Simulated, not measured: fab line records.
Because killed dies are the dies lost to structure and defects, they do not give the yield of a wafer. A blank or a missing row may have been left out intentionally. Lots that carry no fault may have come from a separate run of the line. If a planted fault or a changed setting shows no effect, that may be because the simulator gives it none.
Lot-split experiment | flow gf180mcu | 5 lots, 23 wafers read, on a route of 602 steps

== ABOUT THE SPLIT ==
At GF_TOP_METAL_METAL_ETCH_16 (etches the open film in Cl2/BCl3, stops on SiO2, target depth 1077.5 nm, time 179.6 s), the setting time-s was moved away from the recipe's 179.6 s on 10 of the 23 wafers read, by -12.9% to -7.9%. The other wafers ran this setting at the recipe's value.

The reading comes from the split's own step.

== THE READING ==
oes-product-au, in a.u., at GF_TOP_METAL_METAL_ETCH_16 (etches the open film in Cl2/BCl3, stops on SiO2, target depth 1077.5 nm, time 179.6 s). A value of 0.968 a.u. with a standard deviation of 0.0082 a.u. is what fault-free wafers of this fab line usually give.

wafer  | tool, chamber at the split | time-s as run, s | against the recipe | oes-product-au, a.u. | against lot-mates on the recipe
L075.2 | rie-metal-02, 0            | 179.6            | recipe             | 0.970                | -
L075.3 | rie-metal-02, 0            | 179.6            | recipe             | 0.968                | -
L075.4 | rie-metal-02, 1            | 156.4            | -12.9%             | 1.006                | +0.036
L075.5 | rie-metal-02, 1            | 179.6            | recipe             | 0.971                | -
L075.6 | rie-metal-02, 0            | 156.4            | -12.9%             | 1.004                | +0.034
L078.1 | rie-metal-03, 0            | 179.6            | recipe             | 0.966                | -
L078.2 | rie-metal-03, 1            | 165.4            | -7.9%              | 0.992                | +0.029
L078.3 | rie-metal-03, 1            | 165.4            | -7.9%              | 0.995                | +0.032
L078.5 | rie-metal-03, 0            | 179.6            | recipe             | 0.960                | -
L078.6 | rie-metal-03, 1            | 165.4            | -7.9%              | 1.003                | +0.040
L079.1 | rie-metal-01, 0            | 179.6            | recipe             | 0.961                | -
L079.2 | rie-metal-01, 1            | 179.6            | recipe             | 0.961                | -
L079.3 | rie-metal-01, 1            | 157.1            | -12.5%             | 1.017                | +0.057
L079.5 | rie-metal-01, 0            | 179.6            | recipe             | 0.959                | -
L079.6 | rie-metal-01, 1            | 157.1            | -12.5%             | 1.016                | +0.056
L080.2 | rie-metal-03, 1            | 179.6            | recipe             | 0.961                | -
L080.5 | rie-metal-03, 1            | 179.6            | recipe             | 0.959                | -
L080.6 | rie-metal-03, 1            | 179.6            | recipe             | 0.959                | -
L083.1 | rie-metal-02, 0            | 165.4            | -7.9%              | 1.010                | +0.038
L083.2 | rie-metal-02, 1            | 179.6            | recipe             | 0.980                | -
L083.3 | rie-metal-02, 0            | 165.4            | -7.9%              | 0.990                | +0.018
L083.4 | rie-metal-02, 1            | 165.4            | -7.9%              | 0.999                | +0.027
L083.5 | rie-metal-02, 1            | 179.6            | recipe             | 0.964                | -

FIT RESULTS
A straight line over all 23 wafers: oes-product-au changes by -0.0038 a.u. for each +1% of time-s; r = -0.95; the points scatter about the line by 0.0069 a.u.
The same after taking each lot's own level away (the mean of its wafers on the recipe; 23 wafers): -0.00366 a.u. for each +1%; r = -0.94; scatter 0.0069 a.u.
Per that fit: largest time-s move, reading shift of 0.047 a.u.
Across the lots, their own levels run from 0.9597 to 0.9720 a.u., a range of 1.5 times the standard deviation given above.
So the lot-to-lot level changes the slope little: the two slopes agree.
Check: with one of the wafers moved furthest among these (-12.9%) left out of the fit, the line predicts +0.0499 a.u. for it against its lot-mates. Against them it came out at +0.0363 a.u.
Tool readings at the split's step, against how far the setting was moved: oes-product-au r = -0.95.

== THE WHOLE CHAIN: every reading that the file lists as answering this split, in the file's order ==
step                       | what it does                                                                          | reading                                                                              | change (the file's fit)                   | r (the file's)
GF_TOP_METAL_METAL_ETCH_16 | etches the open film in Cl2/BCl3, stops on SiO2, target depth 1077.5 nm, time 179.6 s | oes-product-au                                                                       | -0.00366 a.u. for each +1% of the setting | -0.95
GF_TOP_METAL_METAL_ETCH_16 | etches the open film in Cl2/BCl3, stops on SiO2, target depth 1077.5 nm, time 179.6 s | TOP_METAL.feature-depth-nm (the simulator's own value, which no gauge read)          | +5.14 nm for each +1% of the setting      | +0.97
GF_TOP_METAL_METAL_ETCH_16 | etches the open film in Cl2/BCl3, stops on SiO2, target depth 1077.5 nm, time 179.6 s | NOVOLAK_of_TOP_METAL_COAT_09.thk-nm (the simulator's own value, which no gauge read) | -3.89 nm for each +1% of the setting      | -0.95
GF_TOP_METAL_METAL_ETCH_16 | etches the open film in Cl2/BCl3, stops on SiO2, target depth 1077.5 nm, time 179.6 s | etch.depth-nm (the simulator's own value, which no gauge read)                       | +4.62 nm for each +1% of the setting      | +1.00
GF_TOP_METAL_STRIP_17      | strips in O2/N2                                                                       | strip-time-to-endpoint-s                                                             | withheld for each +1% of the setting      | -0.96

== FILE'S OWN FIT ==
oes-product-au changes by -0.00366 a.u. for each +1% of time-s, r = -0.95.
